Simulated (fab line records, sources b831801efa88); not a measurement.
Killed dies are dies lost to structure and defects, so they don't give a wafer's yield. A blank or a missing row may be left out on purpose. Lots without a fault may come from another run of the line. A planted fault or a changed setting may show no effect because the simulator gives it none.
One fault seen from 2 desks | flow gf180mcu | each desk has only its own numbers; what lay behind them comes last

THE METROLOGY DESK
What the gauges read, lot by lot, whatever tool the lot ran on: means of the sampled wafers that have a number. A lot is out of limits, marked OUT, if its mean lies more than 4 standard deviations from the usual mean; the brackets give that distance.
Columns: A = VT_IMPLANT_OVL at GF_VT_IMPLANT_OVL_MEAS_07, usual 0.3 nm; B = DUAL_GATE_OVL at GF_DUAL_GATE_OVL_MEAS_11, usual 0.0 nm
lot  | first seen here | A    | B
L735 | day 5 22:19     | 1.5  | 0.8
L737 | day 6 06:37     | 2.0  | -0.2
L739 | day 6 15:10     | 0.8  | -0.3
L741 | day 7 10:41     | -0.2 | 0.5
L742 | day 7 14:01     | -0.1 | -1.0
L743 | day 7 18:10     | -0.2 | 0.6
L744 | day 8 02:36     | 0.9  | 0.4
L745 | day 8 08:34     | 0.0  | -0.7
L746 | day 8 09:23     | 1.7  | 0.1
L751 | day 9 16:35     | -1.0 | 0.3
L755 | day 11 00:40    | -1.0 | -1.4
L757 | day 11 09:40    | -1.0 | -0.1
L756 | day 11 10:56    | 1.2  | -1.5
L758 | day 11 16:23    | 0.8  | 0.5
This desk's finding: nothing out of limits on any of the 14 lots.

THE TOOL OWNER'S DESK: litho_track-02
The tool's own readings at GF_NSD_SOFTBAKE_03 (time 60 s): means of the sampled wafers that have a number, for each lot that ran on this tool. A lot is out of limits, marked OUT, if its mean lies more than 4 standard deviations from the usual mean; the brackets give that distance.
Columns: A = heater_power_total_W at GF_NSD_SOFTBAKE_03, usual 56.60 W; B = run_length_s at GF_NSD_SOFTBAKE_03, usual 89.03 s
lot  | first seen here | A               | B
L737 | day 13 11:43    | 56.58           | 89.19
L739 | day 14 00:46    | 56.60           | 89.05
L744 | day 16 06:11    | 56.56           | 89.23
L746 | day 16 11:56    | 56.58           | 89.17
L745 | day 16 14:08    | 58.06 (+33) OUT | 84.72 (-23) OUT
L751 | day 18 10:17    | 58.08 (+34) OUT | 84.63 (-23) OUT
L756 | day 20 14:26    | 56.58           | 89.11
L758 | day 21 00:53    | 56.59           | 89.15
This desk's finding: out of limits on L745, L751; first on L745, day 16 14:08 (heater_power_total_W at GF_NSD_SOFTBAKE_03). In limits: L737, L739, L744, L746, L756, L758.

PUT TOGETHER
The tool owner's desk could have raised an alarm at day 16 14:08, on L745, L751.
The metrology desk saw nothing out of limits.
The metrology desk has L745, L751 on record, within its limits.
Of the lots named, all ran GF_NSD_SOFTBAKE_03 on litho_track-02.

WHAT THE SIMULATOR HAD PUT IN
Process parameter drift: litho_track-02, from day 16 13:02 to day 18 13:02, at GF_NSD_SOFTBAKE_03. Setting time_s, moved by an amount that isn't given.
Lots struck among those shown: L745, L751.
Hours from the fault's start to each desk's first reading out of limits: the tool owner's desk, 1.
